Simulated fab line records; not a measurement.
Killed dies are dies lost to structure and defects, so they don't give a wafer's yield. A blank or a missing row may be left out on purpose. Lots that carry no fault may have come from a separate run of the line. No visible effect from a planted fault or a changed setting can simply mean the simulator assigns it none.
fab line records || flow gf180mcu || part 2 of 2: steps 26 to 34 of 34
record {"lots": 5, "wafers": 15, "last_day": 34}
route steps=602 shown M1@326 V1@335
lots that met no fault: from a run of the same line without faults
start_h: hours from the record's first day to the start of the lot's first wafer shown || wait_h: hours elapsed since this lot's preceding step || " the same as in the row above || L1.1+2: a row that stands for several wafers || - value missing, or start not given || * or withheld: withheld || < > ~ a bound
route shown NAME@n: NAME is a module with steps in the file, n the number in the route of the first one || usual: average and standard deviation across the fault-free wafers || same: alike in all rows || chamber/n: place in a boat || sites: per-site readings || _std_site: the values' standard deviation || _edge_site: mean of outer sites minus mean of inner sites || radius_mm: how far each site lies from the wafer's centre || mask NAME#n: copy n || behind: the most recent tool/chamber to have shaped the wafer || hold: why the lot went on hold/how many hours it stayed there/how the hold came to an end || device: names the non-switching transistor (n, p or np) || end of line: at the end of the route, the tests of the same wafers || a step with no rows: only its recipe || killed: the dies lost at the first sort to structure and to defects; this is not the yield of the wafer || map: the dies of a wafer, with x for killed, . for not killed, _ for no die there
set.NAME: the setting that was run; set.NAME@STEP: the one run at that earlier step || model.NAME: the simulator's own value behind a step, which no gauge read
lots seen at some steps along the route; tables by step, rows by wafer
services: a tool's chamber out of use, with start hour (start_h, from the record's first day; less than 0 if before it), hours out, and reason
## steps
# step GF_V1_ETCH_16
# recipe {"chemistry": "N2/H2", "target_depth_a": "withheld", "overetch_a": "withheld", "time_s": "withheld", "target": "BARC", "ion_energy_ev": 200, "source_w": 500, "bias_w": 100, "pressure_mtorr": 30, "n2_flow_sccm": 100, "h2_flow_sccm": 200}
# usual {"drypump_motor_current_A": "5.7/0.44", "oes_product_au": "0.854/0.0046", "throttle_valve_pct": "13.226/0.0091"}
{"lot.wafer": "L079.1", "tool": "rie_diel-04", "chamber": 2, "start_h": 460.03, "wait_h": 0.0, "drypump_motor_current_A": 5.9, "oes_product_au": 0.851, "throttle_valve_pct": 13.221}
{"lot.wafer": "L079.3", "tool": "rie_diel-04", "chamber": 3, "start_h": 460.03, "wait_h": 0.0, "drypump_motor_current_A": 4.8, "oes_product_au": 0.856, "throttle_valve_pct": 13.220}
{"lot.wafer": "L079.5", "tool": "rie_diel-04", "chamber": 0, "start_h": 460.03, "wait_h": 0.0, "drypump_motor_current_A": 6.4, "oes_product_au": 0.856, "throttle_valve_pct": 13.220}
{"lot.wafer": "L082.1", "tool": "rie_diel-02", "chamber": 0, "start_h": 489.09, "wait_h": 0.0, "drypump_motor_current_A": 5.5, "oes_product_au": 0.857, "throttle_valve_pct": 13.221}
{"lot.wafer": "L082.2", "tool": "rie_diel-02", "chamber": 2, "start_h": 489.09, "wait_h": 0.0, "drypump_motor_current_A": 4.7, "oes_product_au": 0.851, "throttle_valve_pct": 13.218}
{"lot.wafer": "L082.5", "tool": "rie_diel-02", "chamber": 2, "start_h": 489.09, "wait_h": 0.0, "drypump_motor_current_A": 4.8, "oes_product_au": 0.854, "throttle_valve_pct": 13.223}
{"lot.wafer": "L084.1", "tool": "rie_diel-01", "chamber": 0, "start_h": 503.93, "wait_h": 0.0, "drypump_motor_current_A": 5.9, "oes_product_au": 0.846, "throttle_valve_pct": 13.240}
{"lot.wafer": "L084.2", "tool": "rie_diel-01", "chamber": 2, "start_h": 503.93, "wait_h": 0.0, "drypump_motor_current_A": 5.9, "oes_product_au": 0.849, "throttle_valve_pct": 13.215}
{"lot.wafer": "L084.4", "tool": "rie_diel-01", "chamber": 1, "start_h": 503.93, "wait_h": 0.0, "drypump_motor_current_A": 5.5, "oes_product_au": 0.850, "throttle_valve_pct": 13.237}
{"lot.wafer": "L095.2", "tool": "rie_diel-04", "chamber": 2, "start_h": 588.64, "wait_h": 0.0, "drypump_motor_current_A": 5.9, "oes_product_au": 0.850, "throttle_valve_pct": 13.238}
{"lot.wafer": "L095.3", "tool": "rie_diel-04", "chamber": 1, "start_h": 588.64, "wait_h": 0.0, "drypump_motor_current_A": 5.9, "oes_product_au": 0.861, "throttle_valve_pct": 13.229}
{"lot.wafer": "L095.6", "tool": "rie_diel-04", "chamber": 1, "start_h": 588.64, "wait_h": 0.0, "drypump_motor_current_A": 5.9, "oes_product_au": 0.852, "throttle_valve_pct": 13.213}
{"lot.wafer": "L096.3", "tool": "rie_diel-04", "chamber": 2, "start_h": 603.74, "wait_h": 0.0, "drypump_motor_current_A": 5.9, "oes_product_au": 0.851, "throttle_valve_pct": 13.231}
{"lot.wafer": "L096.4", "tool": "rie_diel-04", "chamber": 2, "start_h": 603.74, "wait_h": 0.0, "drypump_motor_current_A": 5.9, "oes_product_au": 0.849, "throttle_valve_pct": 13.226}
{"lot.wafer": "L096.5", "tool": "rie_diel-04", "chamber": 0, "start_h": 603.74, "wait_h": 0.0, "drypump_motor_current_A": 6.4, "oes_product_au": 0.859, "throttle_valve_pct": 13.245}
# step GF_V1_ETCH_17
# recipe {"chemistry": "C4F8/O2/Ar", "mask_material": "KrF", "target": "SiO2", "stop_on": "TiN", "source_w": 1500, "bias_w": 1200, "pressure_mtorr": 40, "c4f8_flow_sccm": "withheld", "O2_flow_sccm": 6, "Ar_flow_sccm": 300, "time_s": "withheld", "target_depth_a": 6300}
# usual {"oes_product_au": "0.856/0.0042"}
{"lot.wafer": "L079.1", "tool": "rie_diel-04", "chamber": 2, "start_h": "-", "wait_h": "-", "oes_product_au": 0.853}
{"lot.wafer": "L079.3", "tool": "rie_diel-04", "chamber": 3, "start_h": "-", "wait_h": "-", "oes_product_au": 0.860}
{"lot.wafer": "L079.5", "tool": "rie_diel-04", "chamber": 0, "start_h": "-", "wait_h": "-", "oes_product_au": 0.863}
{"lot.wafer": "L082.1", "tool": "rie_diel-02", "chamber": 0, "start_h": "-", "wait_h": "-", "oes_product_au": 0.858}
{"lot.wafer": "L082.2", "tool": "rie_diel-02", "chamber": 2, "start_h": "-", "wait_h": "-", "oes_product_au": 0.858}
{"lot.wafer": "L082.5", "tool": "rie_diel-02", "chamber": 2, "start_h": "-", "wait_h": "-", "oes_product_au": 0.858}
{"lot.wafer": "L084.1", "tool": "rie_diel-01", "chamber": 0, "start_h": "-", "wait_h": "-", "oes_product_au": 0.860}
{"lot.wafer": "L084.2", "tool": "rie_diel-01", "chamber": 2, "start_h": "-", "wait_h": "-", "oes_product_au": 0.852}
{"lot.wafer": "L084.4", "tool": "rie_diel-01", "chamber": 1, "start_h": "-", "wait_h": "-", "oes_product_au": 0.857}
{"lot.wafer": "L095.2", "tool": "rie_diel-04", "chamber": 2, "start_h": "-", "wait_h": "-", "oes_product_au": 0.855}
{"lot.wafer": "L095.3", "tool": "rie_diel-04", "chamber": 1, "start_h": "-", "wait_h": "-", "oes_product_au": 0.853}
{"lot.wafer": "L095.6", "tool": "rie_diel-04", "chamber": 1, "start_h": "-", "wait_h": "-", "oes_product_au": 0.856}
{"lot.wafer": "L096.3", "tool": "rie_diel-04", "chamber": 2, "start_h": "-", "wait_h": "-", "oes_product_au": 0.859}
{"lot.wafer": "L096.4", "tool": "rie_diel-04", "chamber": 2, "start_h": "-", "wait_h": "-", "oes_product_au": 0.864}
{"lot.wafer": "L096.5", "tool": "rie_diel-04", "chamber": 0, "start_h": "-", "wait_h": "-", "oes_product_au": 0.854}
# step GF_V1_STRIP_18
# recipe {"chemistry": "O2/N2", "power_w": 1400, "pressure_mtorr": 1500, "platen_temp_c": 250, "o2_flow_sccm": 3000, "n2_flow_sccm": 300, "overash_fraction": 0.5}
# usual {"drypump_motor_current_A": "5.8/0.44", "heater_power_w": "372/49", "oes_product_au": "0.592/0.0055"}
{"lot.wafer": "L079.1", "tool": "plasma_asher-04", "chamber": 1, "start_h": 460.16, "wait_h": "-", "drypump_motor_current_A": 5.7, "heater_power_w": 393, "oes_product_au": 0.602, "rf_hours_counter_h": 84}
{"lot.wafer": "L079.3", "tool": "plasma_asher-04", "chamber": 1, "start_h": 460.16, "wait_h": "-", "drypump_motor_current_A": 5.7, "heater_power_w": 378, "oes_product_au": 0.590, "rf_hours_counter_h": "-"}
{"lot.wafer": "L079.5", "tool": "plasma_asher-04", "chamber": 0, "start_h": 460.16, "wait_h": "-", "drypump_motor_current_A": 5.2, "heater_power_w": 431, "oes_product_au": 0.596, "rf_hours_counter_h": "-"}
{"lot.wafer": "L082.1", "tool": "plasma_asher-04", "chamber": 0, "start_h": 489.22, "wait_h": "-", "drypump_motor_current_A": 5.1, "heater_power_w": 408, "oes_product_au": 0.585, "rf_hours_counter_h": 88}
{"lot.wafer": "L082.2", "tool": "plasma_asher-04", "chamber": 1, "start_h": 489.22, "wait_h": "-", "drypump_motor_current_A": 5.8, "heater_power_w": 377, "oes_product_au": 0.599, "rf_hours_counter_h": 88}
{"lot.wafer": "L082.5", "tool": "plasma_asher-04", "chamber": 1, "start_h": 489.22, "wait_h": "-", "drypump_motor_current_A": 5.7, "heater_power_w": 374, "oes_product_au": 0.599, "rf_hours_counter_h": "-"}
{"lot.wafer": "L084.1", "tool": "plasma_asher-04", "chamber": 1, "start_h": 504.06, "wait_h": "-", "drypump_motor_current_A": 5.7, "heater_power_w": 395, "oes_product_au": 0.592, "rf_hours_counter_h": 89}
{"lot.wafer": "L084.2", "tool": "plasma_asher-04", "chamber": 0, "start_h": 504.06, "wait_h": "-", "drypump_motor_current_A": 5.2, "heater_power_w": 423, "oes_product_au": 0.595, "rf_hours_counter_h": 89}
{"lot.wafer": "L084.4", "tool": "plasma_asher-04", "chamber": 0, "start_h": 504.06, "wait_h": "-", "drypump_motor_current_A": 5.2, "heater_power_w": 419, "oes_product_au": 0.591, "rf_hours_counter_h": "-"}
{"lot.wafer": "L095.2", "tool": "plasma_asher-03", "chamber": 0, "start_h": 588.77, "wait_h": "-", "drypump_motor_current_A": 6.4, "heater_power_w": 350, "oes_product_au": 0.583, "rf_hours_counter_h": 48}
{"lot.wafer": "L095.3", "tool": "plasma_asher-03", "chamber": 1, "start_h": 588.77, "wait_h": "-", "drypump_motor_current_A": 5.6, "heater_power_w": 304, "oes_product_au": 0.594, "rf_hours_counter_h": "-"}
{"lot.wafer": "L095.6", "tool": "plasma_asher-03", "chamber": 0, "start_h": 588.77, "wait_h": "-", "drypump_motor_current_A": 6.4, "heater_power_w": 345, "oes_product_au": 0.592, "rf_hours_counter_h": "-"}
{"lot.wafer": "L096.3", "tool": "plasma_asher-01", "chamber": 1, "start_h": 603.90, "wait_h": "-", "drypump_motor_current_A": 6.1, "heater_power_w": 423, "oes_product_au": 0.588, "rf_hours_counter_h": "-"}
{"lot.wafer": "L096.4", "tool": "plasma_asher-01", "chamber": 0, "start_h": 603.90, "wait_h": "-", "drypump_motor_current_A": 6.3, "heater_power_w": 309, "oes_product_au": 0.586, "rf_hours_counter_h": "-"}
{"lot.wafer": "L096.5", "tool": "plasma_asher-01", "chamber": 0, "start_h": 603.90, "wait_h": "-", "drypump_motor_current_A": 6.3, "heater_power_w": 305, "oes_product_au": 0.594, "rf_hours_counter_h": "-"}
# step GF_V1_STRIP_19
# recipe {"chemistry": "post_etch_residue_remover", "time_s": 1200, "temp_c": 72.5}
# usual {"bath_guard_temp_C": "73.0/0.61"}
{"lot.wafer": "L079.1", "tool": "wet_bench-03", "chamber": 3, "start_h": 460.26, "wait_h": 0.1, "bath_guard_temp_C": 73.0}
{"lot.wafer": "L079.3", "tool": "wet_bench-03", "chamber": 3, "start_h": 460.26, "wait_h": 0.1, "bath_guard_temp_C": 72.8}
{"lot.wafer": "L079.5", "tool": "wet_bench-03", "chamber": 3, "start_h": 460.26, "wait_h": 0.1, "bath_guard_temp_C": 73.2}
{"lot.wafer": "L082.1", "tool": "wet_bench-03", "chamber": 3, "start_h": 489.32, "wait_h": 0.1, "bath_guard_temp_C": 72.9}
{"lot.wafer": "L082.2", "tool": "wet_bench-03", "chamber": 3, "start_h": 489.32, "wait_h": 0.1, "bath_guard_temp_C": 73.1}
{"lot.wafer": "L082.5", "tool": "wet_bench-03", "chamber": 3, "start_h": 489.32, "wait_h": 0.1, "bath_guard_temp_C": 73.4}
{"lot.wafer": "L084.1", "tool": "wet_bench-03", "chamber": 2, "start_h": 504.16, "wait_h": 0.1, "bath_guard_temp_C": 71.2}
{"lot.wafer": "L084.2", "tool": "wet_bench-03", "chamber": 2, "start_h": 504.16, "wait_h": 0.1, "bath_guard_temp_C": 71.9}
{"lot.wafer": "L084.4", "tool": "wet_bench-03", "chamber": 2, "start_h": 504.16, "wait_h": 0.1, "bath_guard_temp_C": 71.8}
{"lot.wafer": "L095.2", "tool": "wet_bench-01", "chamber": 1, "start_h": 588.87, "wait_h": 0.1, "bath_guard_temp_C": 72.3}
{"lot.wafer": "L095.3", "tool": "wet_bench-01", "chamber": 1, "start_h": 588.87, "wait_h": 0.1, "bath_guard_temp_C": 72.5}
{"lot.wafer": "L095.6", "tool": "wet_bench-01", "chamber": 1, "start_h": 588.87, "wait_h": 0.1, "bath_guard_temp_C": 72.5}
{"lot.wafer": "L096.3", "tool": "wet_bench-04", "chamber": 3, "start_h": 603.97, "wait_h": 0.0, "bath_guard_temp_C": 74.0}
{"lot.wafer": "L096.4", "tool": "wet_bench-04", "chamber": 3, "start_h": 603.97, "wait_h": 0.0, "bath_guard_temp_C": 73.4}
{"lot.wafer": "L096.5", "tool": "wet_bench-04", "chamber": 3, "start_h": 603.97, "wait_h": 0.0, "bath_guard_temp_C": 74.2}
# step GF_V1_CLEAN_20
# recipe {"chemistry": "DIW", "dry": "n2_spin"}
{"lot.wafer": "L079.1+3+5", "tool": "wet_bench-04", "chamber": 2, "start_h": 460.63, "wait_h": 0.0}
{"lot.wafer": "L082.1+2+5", "tool": "wet_bench-01", "chamber": 3, "start_h": 489.69, "wait_h": 0.0}
{"lot.wafer": "L084.1+2+4", "tool": "wet_bench-03", "chamber": 3, "start_h": 504.60, "wait_h": 0.0}
{"lot.wafer": "L095.2+3+6", "tool": "wet_bench-03", "chamber": 3, "start_h": 589.21, "wait_h": 0.0}
{"lot.wafer": "L096.3+4+5", "tool": "wet_bench-03", "chamber": 1, "start_h": 604.31, "wait_h": 0.0}
# step GF_V1_SPUTTER_21
# recipe {"material": "Ti", "target_thk_nm": 15, "chamber_pressure_pa": 5, "power_w": 2500, "substrate_temp_c": 200, "time_s": 80.02}
# usual {"chamber_pressure_pa": "5.001/0.01", "throttle_valve_pct": "30.2/0.64"}
{"lot.wafer": "L079.1", "tool": "pvd_sputter-03", "chamber": "-", "start_h": 460.72, "wait_h": 0.0, "chamber_pressure_pa": 4.999, "throttle_valve_pct": 29.6}
{"lot.wafer": "L079.3", "tool": "pvd_sputter-03", "chamber": "-", "start_h": 460.72, "wait_h": 0.0, "chamber_pressure_pa": 5.008, "throttle_valve_pct": 30.8}
{"lot.wafer": "L079.5", "tool": "pvd_sputter-03", "chamber": "-", "start_h": 460.72, "wait_h": 0.0, "chamber_pressure_pa": 4.996, "throttle_valve_pct": 29.4}
{"lot.wafer": "L082.1", "tool": "pvd_sputter-01", "chamber": "-", "start_h": 489.78, "wait_h": 0.0, "chamber_pressure_pa": 5.049, "throttle_valve_pct": 31.1}
{"lot.wafer": "L082.2", "tool": "pvd_sputter-01", "chamber": "-", "start_h": 489.78, "wait_h": 0.0, "chamber_pressure_pa": 5.005, "throttle_valve_pct": 30.8}
{"lot.wafer": "L082.5", "tool": "pvd_sputter-01", "chamber": "-", "start_h": 489.78, "wait_h": 0.0, "chamber_pressure_pa": 5.002, "throttle_valve_pct": 31.0}
{"lot.wafer": "L084.1", "tool": "pvd_sputter-03", "chamber": "-", "start_h": 504.72, "wait_h": 0.0, "chamber_pressure_pa": 5.002, "throttle_valve_pct": 29.3}
{"lot.wafer": "L084.2", "tool": "pvd_sputter-03", "chamber": "-", "start_h": 504.72, "wait_h": 0.0, "chamber_pressure_pa": 4.999, "throttle_valve_pct": 29.4}
{"lot.wafer": "L084.4", "tool": "pvd_sputter-03", "chamber": "-", "start_h": 504.72, "wait_h": 0.0, "chamber_pressure_pa": 5.000, "throttle_valve_pct": 30.9}
{"lot.wafer": "L095.2", "tool": "pvd_sputter-03", "chamber": "-", "start_h": 589.31, "wait_h": 0.0, "chamber_pressure_pa": 4.996, "throttle_valve_pct": 30.6}
{"lot.wafer": "L095.3", "tool": "pvd_sputter-03", "chamber": "-", "start_h": 589.31, "wait_h": 0.0, "chamber_pressure_pa": 5.012, "throttle_valve_pct": 30.3}
{"lot.wafer": "L095.6", "tool": "pvd_sputter-03", "chamber": "-", "start_h": 589.31, "wait_h": 0.0, "chamber_pressure_pa": 5.021, "throttle_valve_pct": 30.8}
{"lot.wafer": "L096.3", "tool": "pvd_sputter-01", "chamber": "-", "start_h": 604.40, "wait_h": 0.0, "chamber_pressure_pa": 5.003, "throttle_valve_pct": 29.2}
{"lot.wafer": "L096.4", "tool": "pvd_sputter-01", "chamber": "-", "start_h": 604.40, "wait_h": 0.0, "chamber_pressure_pa": 4.985, "throttle_valve_pct": 30.8}
{"lot.wafer": "L096.5", "tool": "pvd_sputter-01", "chamber": "-", "start_h": 604.40, "wait_h": 0.0, "chamber_pressure_pa": 5.001, "throttle_valve_pct": 29.4}
# step GF_V1_SPUTTER_22
# recipe {"material": "TiN", "target_thk_nm": 10, "chamber_pressure_pa": 5, "power_w": 4000, "time_s": 40}
# usual {"chamber_pressure_pa": "5.001/0.0096", "throttle_valve_pct": "30.2/0.63"}
{"lot.wafer": "L079.1", "tool": "pvd_sputter-03", "chamber": "-", "start_h": 460.78, "wait_h": 0.0, "chamber_pressure_pa": 4.988, "throttle_valve_pct": 29.7}
{"lot.wafer": "L079.3", "tool": "pvd_sputter-03", "chamber": "-", "start_h": 460.78, "wait_h": 0.0, "chamber_pressure_pa": 5.001, "throttle_valve_pct": 30.8}
{"lot.wafer": "L079.5", "tool": "pvd_sputter-03", "chamber": "-", "start_h": 460.78, "wait_h": 0.0, "chamber_pressure_pa": 4.995, "throttle_valve_pct": 29.4}
{"lot.wafer": "L082.1", "tool": "pvd_sputter-01", "chamber": "-", "start_h": 489.84, "wait_h": 0.0, "chamber_pressure_pa": 5.006, "throttle_valve_pct": 31.1}
{"lot.wafer": "L082.2", "tool": "pvd_sputter-01", "chamber": "-", "start_h": 489.84, "wait_h": 0.0, "chamber_pressure_pa": 5.013, "throttle_valve_pct": 31.2}
{"lot.wafer": "L082.5", "tool": "pvd_sputter-01", "chamber": "-", "start_h": 489.84, "wait_h": 0.0, "chamber_pressure_pa": 4.999, "throttle_valve_pct": 31.3}
{"lot.wafer": "L084.1", "tool": "pvd_sputter-03", "chamber": "-", "start_h": 504.79, "wait_h": 0.0, "chamber_pressure_pa": 4.993, "throttle_valve_pct": 29.4}
{"lot.wafer": "L084.2", "tool": "pvd_sputter-03", "chamber": "-", "start_h": 504.79, "wait_h": 0.0, "chamber_pressure_pa": 4.997, "throttle_valve_pct": 29.4}
{"lot.wafer": "L084.4", "tool": "pvd_sputter-03", "chamber": "-", "start_h": 504.79, "wait_h": 0.0, "chamber_pressure_pa": 4.994, "throttle_valve_pct": 30.8}
{"lot.wafer": "L095.2", "tool": "pvd_sputter-03", "chamber": "-", "start_h": 589.37, "wait_h": 0.0, "chamber_pressure_pa": 5.015, "throttle_valve_pct": 31.2}
{"lot.wafer": "L095.3", "tool": "pvd_sputter-03", "chamber": "-", "start_h": 589.37, "wait_h": 0.0, "chamber_pressure_pa": 5.007, "throttle_valve_pct": 30.4}
{"lot.wafer": "L095.6", "tool": "pvd_sputter-03", "chamber": "-", "start_h": 589.37, "wait_h": 0.0, "chamber_pressure_pa": 5.026, "throttle_valve_pct": 30.7}
{"lot.wafer": "L096.3", "tool": "pvd_sputter-01", "chamber": "-", "start_h": 604.46, "wait_h": 0.0, "chamber_pressure_pa": 5.000, "throttle_valve_pct": 29.5}
{"lot.wafer": "L096.4", "tool": "pvd_sputter-01", "chamber": "-", "start_h": 604.46, "wait_h": 0.0, "chamber_pressure_pa": 4.991, "throttle_valve_pct": 30.5}
{"lot.wafer": "L096.5", "tool": "pvd_sputter-01", "chamber": "-", "start_h": 604.46, "wait_h": 0.0, "chamber_pressure_pa": 5.007, "throttle_valve_pct": 28.8}
# step GF_V1_CVD_23
# recipe {"material": "W", "target_thk_nm": 350, "time_s": 105.05, "temp_c": 400, "pressure_torr": 40}
# usual {"heater_power_w": "842/95", "susceptor_temp_C": "399.95/0.21"}
{"lot.wafer": "L079.1", "tool": "cvd_w-01", "chamber": 0, "start_h": 460.82, "wait_h": 0.0, "heater_power_w": 869, "since_wet_clean_h": 57, "susceptor_temp_C": 399.99}
{"lot.wafer": "L079.3", "tool": "cvd_w-01", "chamber": 0, "start_h": 460.82, "wait_h": 0.0, "heater_power_w": 844, "since_wet_clean_h": "-", "susceptor_temp_C": 400.31}
{"lot.wafer": "L079.5", "tool": "cvd_w-01", "chamber": 1, "start_h": 460.82, "wait_h": 0.0, "heater_power_w": 827, "since_wet_clean_h": "-", "susceptor_temp_C": 400.00}
{"lot.wafer": "L082.1", "tool": "cvd_w-02", "chamber": 0, "start_h": 489.88, "wait_h": 0.0, "heater_power_w": 709, "since_wet_clean_h": 586, "susceptor_temp_C": 400.02}
{"lot.wafer": "L082.2", "tool": "cvd_w-02", "chamber": 1, "start_h": 489.88, "wait_h": 0.0, "heater_power_w": 1015, "since_wet_clean_h": 586, "susceptor_temp_C": 400.30}
{"lot.wafer": "L082.5", "tool": "cvd_w-02", "chamber": 0, "start_h": 489.88, "wait_h": 0.0, "heater_power_w": 722, "since_wet_clean_h": "-", "susceptor_temp_C": 400.06}
{"lot.wafer": "L084.1", "tool": "cvd_w-01", "chamber": 0, "start_h": 504.83, "wait_h": 0.0, "heater_power_w": 856, "since_wet_clean_h": 101, "susceptor_temp_C": 399.75}
{"lot.wafer": "L084.2", "tool": "cvd_w-01", "chamber": 1, "start_h": 504.83, "wait_h": 0.0, "heater_power_w": 823, "since_wet_clean_h": 101, "susceptor_temp_C": 399.89}
{"lot.wafer": "L084.4", "tool": "cvd_w-01", "chamber": 1, "start_h": 504.83, "wait_h": 0.0, "heater_power_w": 794, "since_wet_clean_h": "-", "susceptor_temp_C": 399.97}
{"lot.wafer": "L095.2", "tool": "cvd_w-01", "chamber": 0, "start_h": 589.41, "wait_h": 0.0, "heater_power_w": 834, "since_wet_clean_h": 185, "susceptor_temp_C": 399.66}
{"lot.wafer": "L095.3", "tool": "cvd_w-01", "chamber": 0, "start_h": 589.41, "wait_h": 0.0, "heater_power_w": 827, "since_wet_clean_h": "-", "susceptor_temp_C": 399.94}
{"lot.wafer": "L095.6", "tool": "cvd_w-01", "chamber": 0, "start_h": 589.41, "wait_h": 0.0, "heater_power_w": 857, "since_wet_clean_h": "-", "susceptor_temp_C": 399.70}
{"lot.wafer": "L096.3", "tool": "cvd_w-01", "chamber": 1, "start_h": 604.54, "wait_h": 0.1, "heater_power_w": 828, "since_wet_clean_h": "-", "susceptor_temp_C": 400.32}
{"lot.wafer": "L096.4", "tool": "cvd_w-01", "chamber": 0, "start_h": 604.54, "wait_h": 0.1, "heater_power_w": 849, "since_wet_clean_h": "-", "susceptor_temp_C": 399.69}
{"lot.wafer": "L096.5", "tool": "cvd_w-01", "chamber": 0, "start_h": 604.54, "wait_h": 0.1, "heater_power_w": 849, "since_wet_clean_h": "-", "susceptor_temp_C": 399.83}
# step GF_V1_RS_MEAS_24
# recipe {"thk_meas_gauge": "four-point-probe", "reads": "W_of_V1_CVD_23+TiN_of_V1_SPUTTER_22+Ti_of_V1_SPUTTER_21"}
# usual {"V1_W_RS": "0.3263/0.0029"}
{"lot.wafer": "L079.1", "tool": "film_metro-01", "chamber": "-", "start_h": 460.93, "wait_h": 0.1, "V1_W_RS[ohm/sq]": 0.3259}
{"lot.wafer": "L079.3", "tool": "film_metro-01", "chamber": "-", "start_h": 460.93, "wait_h": 0.1, "V1_W_RS[ohm/sq]": 0.3251}
{"lot.wafer": "L079.5", "tool": "film_metro-01", "chamber": "-", "start_h": 460.93, "wait_h": 0.1, "V1_W_RS[ohm/sq]": 0.3244}
{"lot.wafer": "L082.1", "tool": "film_metro-04", "chamber": "-", "start_h": 489.99, "wait_h": 0.1, "V1_W_RS[ohm/sq]": 0.3303}
{"lot.wafer": "L082.2", "tool": "film_metro-04", "chamber": "-", "start_h": 489.99, "wait_h": 0.1, "V1_W_RS[ohm/sq]": 0.3269}
{"lot.wafer": "L082.5", "tool": "film_metro-04", "chamber": "-", "start_h": 489.99, "wait_h": 0.1, "V1_W_RS[ohm/sq]": 0.3247}
{"lot.wafer": "L084.1", "tool": "film_metro-01", "chamber": "-", "start_h": 504.94, "wait_h": 0.1, "V1_W_RS[ohm/sq]": 0.3235}
{"lot.wafer": "L084.2", "tool": "film_metro-01", "chamber": "-", "start_h": 504.94, "wait_h": 0.1, "V1_W_RS[ohm/sq]": 0.3220}
{"lot.wafer": "L084.4", "tool": "film_metro-01", "chamber": "-", "start_h": 504.94, "wait_h": 0.1, "V1_W_RS[ohm/sq]": 0.3243}
{"lot.wafer": "L095.2", "tool": "film_metro-02", "chamber": "-", "start_h": 589.54, "wait_h": 0.1, "V1_W_RS[ohm/sq]": 0.3296}
{"lot.wafer": "L095.3", "tool": "film_metro-02", "chamber": "-", "start_h": 589.54, "wait_h": 0.1, "V1_W_RS[ohm/sq]": 0.3247}
{"lot.wafer": "L095.6", "tool": "film_metro-02", "chamber": "-", "start_h": 589.54, "wait_h": 0.1, "V1_W_RS[ohm/sq]": 0.3279}
{"lot.wafer": "L096.3", "tool": "film_metro-04", "chamber": "-", "start_h": 604.65, "wait_h": 0.1, "V1_W_RS[ohm/sq]": 0.3257}
{"lot.wafer": "L096.4", "tool": "film_metro-04", "chamber": "-", "start_h": 604.65, "wait_h": 0.1, "V1_W_RS[ohm/sq]": 0.3245}
{"lot.wafer": "L096.5", "tool": "film_metro-04", "chamber": "-", "start_h": 604.65, "wait_h": 0.1, "V1_W_RS[ohm/sq]": 0.3253}
## services
{"tool": "cmp-01", "chamber": "-", "start_h": 401.28, "hours": 3.4, "kind": "pm"}
{"tool": "cmp-01", "chamber": "-", "start_h": 404.67, "hours": 4.0, "kind": "pm"}
{"tool": "cvd_w-01", "chamber": "-", "start_h": 422.76, "hours": 0.8, "kind": "repair"}
{"tool": "wet_bench-01", "chamber": "-", "start_h": 446.68, "hours": 0.7, "kind": "repair"}
{"tool": "krf_scanner-02", "chamber": "-", "start_h": 451.54, "hours": 1.3, "kind": "pm"}
{"tool": "hdpcvd-02", "chamber": 0, "start_h": 453.97, "hours": 13.7, "kind": "repair"}
{"tool": "cvd_w-01", "chamber": "-", "start_h": 457.56, "hours": 0.3, "kind": "repair"}
{"tool": "krf_scanner-01", "chamber": "-", "start_h": 459.61, "hours": 0.8, "kind": "pm"}
{"tool": "krf_scanner-01", "chamber": "-", "start_h": 461.37, "hours": 4.4, "kind": "pm"}
{"tool": "rie_diel-04", "chamber": 0, "start_h": 462.20, "hours": 14.9, "kind": "repair"}
{"tool": "rie_diel-04", "chamber": 1, "start_h": 465.66, "hours": 10.1, "kind": "repair"}
{"tool": "krf_scanner-01", "chamber": "-", "start_h": 470.24, "hours": 1.3, "kind": "pm"}
{"tool": "krf_scanner-02", "chamber": "-", "start_h": 503.46, "hours": 3.6, "kind": "pm"}
{"tool": "krf_scanner-01", "chamber": "-", "start_h": 507.02, "hours": 1.0, "kind": "pm"}
{"tool": "krf_scanner-02", "chamber": "-", "start_h": 508.02, "hours": 21.0, "kind": "pm"}
{"tool": "wet_bench-03", "chamber": "-", "start_h": 515.95, "hours": 3.8, "kind": "repair"}
{"tool": "pvd_sputter-03", "chamber": "-", "start_h": 516.22, "hours": 4.9, "kind": "repair"}
{"tool": "krf_scanner-02", "chamber": "-", "start_h": 529.02, "hours": 0.8, "kind": "pm"}
{"tool": "rie_metal-03", "chamber": "-", "start_h": 538.99, "hours": 1.4, "kind": "pm"}
{"tool": "rie_diel-04", "chamber": 0, "start_h": 542.15, "hours": 24.5, "kind": "repair"}
{"tool": "rie_diel-04", "chamber": "-", "start_h": 546.18, "hours": 1.2, "kind": "repair"}
{"tool": "krf_scanner-02", "chamber": "-", "start_h": 548.49, "hours": 1.0, "kind": "pm"}
{"tool": "krf_scanner-02", "chamber": "-", "start_h": 570.57, "hours": 0.6, "kind": "repair"}
{"tool": "rie_diel-04", "chamber": 3, "start_h": 586.46, "hours": 18.3, "kind": "repair"}
